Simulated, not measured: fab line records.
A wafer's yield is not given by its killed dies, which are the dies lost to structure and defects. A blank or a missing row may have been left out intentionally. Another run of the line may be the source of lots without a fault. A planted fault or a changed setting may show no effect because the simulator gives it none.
One fault seen from 2 desks || flow gf180mcu || each desk has only its own numbers; what lay behind them comes last

THE METROLOGY DESK
Means of the sampled wafers that have a number, per lot and without regard to the tool the lot ran on: this is what the gauges read. Any lot whose mean is over 4 standard deviations away from the usual mean is out of limits and marked OUT; that distance is given in the brackets.
Columns: A = cd nm at GF_NSD_CD_MEAS_07, usual 400.3 nm; B = PSD_TW at GF_PSD_TW_MEAS_11, usual 3154; C = PSD_RS at GF_PSD_RS_MEAS_15, usual 108.58 ohm/sq; D = SAB_OVL at GF_SAB_OVL_MEAS_10, usual -0.2 nm
{"lot": "L643", "first seen here": "day 13 20:34", "A": 399.4, "B": 3163, "C": 108.51, "D": 0.0}
{"lot": "L644", "first seen here": "day 14 06:24", "A": 400.2, "B": 3156, "C": 108.69, "D": 1.5}
{"lot": "L647", "first seen here": "day 15 08:58", "A": 401.5, "B": 3165, "C": 108.63, "D": 0.4}
{"lot": "L648", "first seen here": "day 15 12:36", "A": 394.6, "B": 3165, "C": 108.21, "D": 1.0}
{"lot": "L649", "first seen here": "day 16 03:23", "A": 395.4, "B": 3173, "C": 108.75, "D": -0.5}
{"lot": "L653", "first seen here": "day 17 15:52", "A": 400.5, "B": 3176, "C": 108.62, "D": -3.0}
{"lot": "L655", "first seen here": "day 18 06:48", "A": 402.9, "B": "3059 (-5.3) OUT", "C": "114.51 (+24) OUT", "D": -0.7}
{"lot": "L656", "first seen here": "day 18 18:49", "A": 408.4, "B": "3069 (-4.7) OUT", "C": "114.73 (+25) OUT", "D": -1.1}
{"lot": "L658", "first seen here": "day 19 06:20", "A": 397.5, "B": 3098, "C": "114.47 (+24) OUT", "D": -0.2}
{"lot": "L661", "first seen here": "day 20 10:58", "A": 397.6, "B": 3137, "C": 108.40, "D": -1.1}
{"lot": "L662", "first seen here": "day 21 00:01", "A": 400.8, "B": 3153, "C": 108.85, "D": -0.6}
{"lot": "L663", "first seen here": "day 21 03:14", "A": 401.4, "B": 3149, "C": 108.64, "D": -1.1}
This desk's finding: out of limits on L655, L656, L658; first on L655, day 19 08:07 (PSD_TW at GF_PSD_TW_MEAS_11). Within limits: L643, L644, L647, L648, L649, L653, L661, L662, L663.

FOR THE TOOL OWNER'S DESK: implanter-03
The tool's own readings at GF_PSD_IMPLANT_09, given as means over the sampled wafers that have a number, one for each lot that went through this tool. Any lot whose mean is over 4 standard deviations away from the usual mean is out of limits and marked OUT; that distance is given in the brackets.
Columns: A = beam on s at GF_PSD_IMPLANT_09, usual 10.00 s; B = faraday current uA at GF_PSD_IMPLANT_09, usual 8245; C = tilt deg at GF_PSD_IMPLANT_09, usual 6.998 degrees
{"lot": "L644", "first seen here": "day 15 03:55", "A": 10.09, "B": 8168, "C": 6.972}
{"lot": "L649", "first seen here": "day 17 02:04", "A": 9.84, "B": 8358, "C": 6.970}
{"lot": "L653", "first seen here": "day 18 15:43", "A": 9.91, "B": 8337, "C": 6.995}
{"lot": "L655", "first seen here": "day 19 07:52", "A": "9.04 (-5.1) OUT", "B": "9245 (+6.7) OUT", "C": 6.979}
{"lot": "L656", "first seen here": "day 19 19:34", "A": "9.14 (-4.5) OUT", "B": "9120 (+5.8) OUT", "C": 6.988}
{"lot": "L658", "first seen here": "day 20 07:34", "A": "8.93 (-5.7) OUT", "B": "9410 (+7.8) OUT", "C": 7.022}
This desk finds L655, L656, L658 out of limits, L655 being first, at day 19 07:52 (beam on s at GF_PSD_IMPLANT_09). Within limits: L644, L649, L653.

TAKEN TOGETHER
At day 19 07:52, on L655, L656, L658, the tool owner's desk was in a position to raise an alarm.
Metrology desk: alarm possible at day 19 08:07 on L655, L656, L658.
Of the lots named, all ran GF_PSD_IMPLANT_09 on implanter-03.

WHAT THE SIMULATOR HAD INSERTED
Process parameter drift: implanter-03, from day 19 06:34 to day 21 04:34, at GF_PSD_IMPLANT_09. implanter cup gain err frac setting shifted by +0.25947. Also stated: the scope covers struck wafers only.
Shown lots that were struck: L655, L656, L658.
Delay (hours) between the fault's onset and each desk's first out-of-limits reading: 1 at the tool owner's desk, 2 at the metrology desk.
